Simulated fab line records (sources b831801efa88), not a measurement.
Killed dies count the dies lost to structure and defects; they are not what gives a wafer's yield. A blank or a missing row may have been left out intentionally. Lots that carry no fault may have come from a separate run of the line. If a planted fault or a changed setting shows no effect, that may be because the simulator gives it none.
A struck lot beside a sound one / flow sfq line / 15 steps out of a route of 325
Sound: the wafers L973.3, L973.4, L973.5. Struck: wafer L990.5 (L990.2, L990.4, from the same lot, were not struck and are left out); the cause is given at the end.
Each step with rows lists, per side, the tool, then ch with its chambers, then its first start. Under that, the readings that differ: sound wafers / struck wafers / difference of the means / sigmas: that difference in standard deviations of wafers without a fault.
alike: readings with means less than 2 such deviations apart, plus words and numbers identical on both sides. not compared: withheld readings, readings lacking a value on some wafer, bounds such as >300 that could conceal the same value, and numbers that have no deviation in the record and whose values overlap.
Wherever a step has rows on one side only, a row that says differs or no value, or a row with sigmas, the two part there. Non-overlapping numbers with no deviation appear without sigmas and do not part them. A reading that every wafer of one side lacks parts them only if that side has two wafers or more.

SFQ_TRILAYER_JJ_CE_BARC_OPEN_RIE_150: chemistry O2, target BARC, target depth 240 nm, time 80 s.
  sound on rie metal-02 ch 0,1, day 50 03:40; struck on rie metal-01 ch 0, day 61 13:52
  alike: bias w, drypump motor current A, oes product au
  not compared: rf hours counter h
SFQ_TRILAYER_JJ_CE_ETCH_RIE_118: chemistry SF6, target Nb, stops on Al2O3, time 97.7 s, target depth 170 nm.
  sound on rie metal-02 ch 0,1, day 50 03:46; struck on rie metal-01 ch 0, day 61 13:57
  alike: bias w, drypump motor current A, oes product au
  not compared: rf hours counter h
then, 1 step without rows for these wafers: SFQ_TRILAYER_JJ_ANODIZE_ANODIZE_119.
SFQ_TRILAYER_JJ_CE_STRIP_STRIP_120: strips in O2.
  sound on rie metal-01 ch 0,1, day 50 04:35; struck on rie metal-01 ch 1, day 61 14:33
  alike: drypump motor current A, oes product au
  not compared: rf hours counter h
then, 7 steps without rows for these wafers: SFQ_TRILAYER_JJ_CE_STRIP_SOLV_CLEAN_121 (cleans in NMP, time 600 s); SFQ_TRILAYER_M5_LITHO_COAT_128 (resist thk 62 nm); SFQ_TRILAYER_M5_LITHO_COAT_123 (resist thk 600 nm); SFQ_TRILAYER_M5_LITHO_SOFTBAKE_127; SFQ_TRILAYER_M5_LITHO_EXPOSE_124 (exposes mask M5, target cd 700 nm); SFQ_TRILAYER_M5_LITHO_PEB_126 (peb time 60 s); SFQ_TRILAYER_M5_LITHO_DEVELOP_125 (time 60 s).
SFQ_M5_OVL_MEAS_932:
  struck on overlay-01, day 61 22:02; sound on overlay-02, day 55 20:40
  alike: M5_OVL
SFQ_TRILAYER_M5_BARC_OPEN_METAL_ETCH_161: etches BARC in O2, target depth 125 nm, time 41.7 s.
  sound on rie metal-01 ch 0,1, day 55 20:43; struck on rie metal-01 ch 1, day 61 22:04
reading=bias w (W); sound=79.60 79.83 79.82; struck=80.33; difference=+0.58; sigmas=+2
reading=model.KrF_of_TRILAYER_M5_LITHO_COAT_123.thk nm (nm); sound=520.3 521.1 523.4; struck=548.2; difference=+26.6; sigmas=
  alike: drypump motor current A, oes product au
  not compared: rf hours counter h
SFQ_TRILAYER_M5_ETCH_METAL_ETCH_126: etches Nb in Cl2/BCl3, stops on SiO2, time 203.2 s, target depth 265 nm.
  sound on rie metal-01 ch 0,1, day 55 20:49; struck on rie metal-01 ch 1, day 61 22:07
reading=model.KrF_of_TRILAYER_M5_LITHO_COAT_123.thk nm (nm); sound=368.1 369.5 371; struck=398.1; difference=+28.6; sigmas=
  alike: bias w, drypump motor current A, oes product au
  not compared: rf hours counter h
SFQ_TRILAYER_M5_STRIP_STRIP_127: strips in O2.
  sound on rie metal-01 ch 0,1, day 55 21:09; struck on rie metal-01 ch 1, day 61 22:19
  alike: drypump motor current A, oes product au
  not compared: rf hours counter h

WHERE THEY PART
Only at SFQ_TRILAYER_M5_BARC_OPEN_METAL_ETCH_161, within this record. Later steps at which nothing parts them and some readings are alike: SFQ_TRILAYER_M5_ETCH_METAL_ETCH_126, SFQ_TRILAYER_M5_STRIP_STRIP_127.

WHY: whatever the simulator had introduced
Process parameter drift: rie metal-01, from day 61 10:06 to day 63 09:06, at SFQ_TRILAYER_M5_BARC_OPEN_METAL_ETCH_161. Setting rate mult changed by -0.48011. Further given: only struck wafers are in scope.
